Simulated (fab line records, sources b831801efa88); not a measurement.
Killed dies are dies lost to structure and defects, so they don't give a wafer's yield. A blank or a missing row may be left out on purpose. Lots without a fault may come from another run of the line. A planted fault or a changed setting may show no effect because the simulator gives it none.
Which tool did it? | flow sky130 | 13 lots, 39 wafers sampled, at 3 steps of a route of 708

WHAT THE GAUGES READ, wafer by wafer
SKY_METAL5_RS_MEAS_05: measures by four-point-probe. Usual: METAL5_ALCU_RS 0.0270 ohm/sq, standard deviation 0.00032.
lot  | measured     | on            | METAL5_ALCU_RS (ohm/sq) | flag
L627 | day 43 05:43 | film_metro-03 | 0.0268 0.0271 0.0267    |
L629 | day 44 01:15 | film_metro-03 | 0.0272 0.0273 0.0273    |
L631 | day 44 14:13 | film_metro-04 | 0.0266 0.0261 0.0265    |
L632 | day 44 23:38 | film_metro-04 | 0.0277 0.0275 0.0276    |
L633 | day 45 07:16 | film_metro-03 | 0.0270 0.0272 0.0270    |
L634 | day 45 09:04 | film_metro-04 | 0.0267 0.0267 0.0263    |
L635 | day 45 13:46 | film_metro-04 | 0.0267 0.0265 0.0269    |
L636 | day 45 18:11 | film_metro-04 | 0.0272 0.0271 0.0271    |
L638 | day 46 07:05 | film_metro-04 | 0.0273 0.0269 0.0273    |
L639 | day 46 13:50 | film_metro-04 | 0.0269 0.0274 0.0266    |
L640 | day 46 17:02 | film_metro-01 | 0.0268 0.0268 0.0270    |
L645 | day 48 00:25 | film_metro-01 | 0.0266 0.0269 0.0269    |
L647 | day 48 13:28 | film_metro-03 | 0.0272 0.0269 0.0269    |

WHICH TOOL RAN EACH LOT (tool, then ch and the chambers of the sampled wafers, then the start)
lot  | SKY_RES_XHIGH_EXPOSE_04             | SKY_METAL5_SPUTTER_01
L627 | iline_stepper-02 ch 0, day 26 13:32 | pvd_sputter-03, day 43 05:35
L629 | iline_stepper-02 ch 0, day 27 11:31 | pvd_sputter-04, day 44 01:05
L631 | iline_stepper-01 ch 0, day 28 02:20 | pvd_sputter-03, day 44 14:04
L632 | iline_stepper-01 ch 0, day 28 14:49 | pvd_sputter-01, day 44 23:28
L633 | iline_stepper-01 ch 0, day 29 03:26 | pvd_sputter-04, day 45 07:07
L634 | iline_stepper-02 ch 0, day 29 06:04 | pvd_sputter-03, day 45 08:52
L635 | iline_stepper-02 ch 0, day 29 10:10 | pvd_sputter-04, day 45 13:36
L636 | iline_stepper-01 ch 0, day 29 16:09 | pvd_sputter-03, day 45 18:03
L638 | iline_stepper-01 ch 0, day 30 09:52 | pvd_sputter-04, day 46 06:56
L639 | iline_stepper-01 ch 0, day 30 21:51 | pvd_sputter-01, day 46 13:38
L640 | iline_stepper-01 ch 0, day 31 03:05 | pvd_sputter-04, day 46 16:54
L645 | iline_stepper-01 ch 0, day 32 16:28 | pvd_sputter-04, day 48 00:13
L647 | iline_stepper-01 ch 0, day 33 11:01 | pvd_sputter-01, day 48 13:19
- SKY_RES_XHIGH_EXPOSE_04: exposes mask URPM, target cd 1270 nm.
- SKY_METAL5_SPUTTER_01: material TiN, target thk 20 nm, time 16.7 s.

WHAT THE TOOLS THEMSELVES READ (means of the sampled wafers that have a number; where no wafer has one, the mark that the record gives instead)
SKY_RES_XHIGH_EXPOSE_04. Usual: stage_vel_mm_s 500.01 mm/s, standard deviation 0.24.
lot  | tool             | stage_vel_mm_s (mm/s) | flag
L627 | iline_stepper-02 | 499.97                |
L629 | iline_stepper-02 | 499.69                |
L631 | iline_stepper-01 | 499.88                |
L632 | iline_stepper-01 | 500.15                |
L633 | iline_stepper-01 | 499.68                |
L634 | iline_stepper-02 | 499.96                |
L635 | iline_stepper-02 | 499.84                |
L636 | iline_stepper-01 | 499.86                |
L638 | iline_stepper-01 | 500.15                |
L639 | iline_stepper-01 | 499.97                |
L640 | iline_stepper-01 | 499.95                |
L645 | iline_stepper-01 | 499.89                |
L647 | iline_stepper-01 | 500.32                |

SKY_METAL5_SPUTTER_01. Usual: throttle_valve_pct 30.0 %, standard deviation 1.2.
lot  | tool           | throttle_valve_pct (%) | flag
L627 | pvd_sputter-03 | 30.2                   |
L629 | pvd_sputter-04 | 30.2                   |
L631 | pvd_sputter-03 | 30.3                   |
L632 | pvd_sputter-01 | 28.3                   |
L633 | pvd_sputter-04 | 29.9                   |
L634 | pvd_sputter-03 | 30.4                   |
L635 | pvd_sputter-04 | 30.5                   |
L636 | pvd_sputter-03 | 31.4                   |
L638 | pvd_sputter-04 | 30.1                   |
L639 | pvd_sputter-01 | 29.7                   |
L640 | pvd_sputter-04 | 30.0                   |
L645 | pvd_sputter-04 | 29.8                   |
L647 | pvd_sputter-01 | 29.3                   |

THE ANSWER, worked out from the rows above alone
Rule: a lot is off if the mean of its wafers that have a number lies more than 3 standard deviations from the usual mean. A lot without any number at a reading at which 4 lots or more have one is off too. The other lots that the step has rows for count as sound. The gauges are gone through in route order, then the tools' own readings, and for those a lot's mean is taken as printed above. The first step at which some lot is off is used, and at that step the reading that is off furthest; a lot without a number counts as furthest.
No lot is off at any reading shown: from this, nothing can be told.

WHAT THE SIMULATOR HAD PUT IN
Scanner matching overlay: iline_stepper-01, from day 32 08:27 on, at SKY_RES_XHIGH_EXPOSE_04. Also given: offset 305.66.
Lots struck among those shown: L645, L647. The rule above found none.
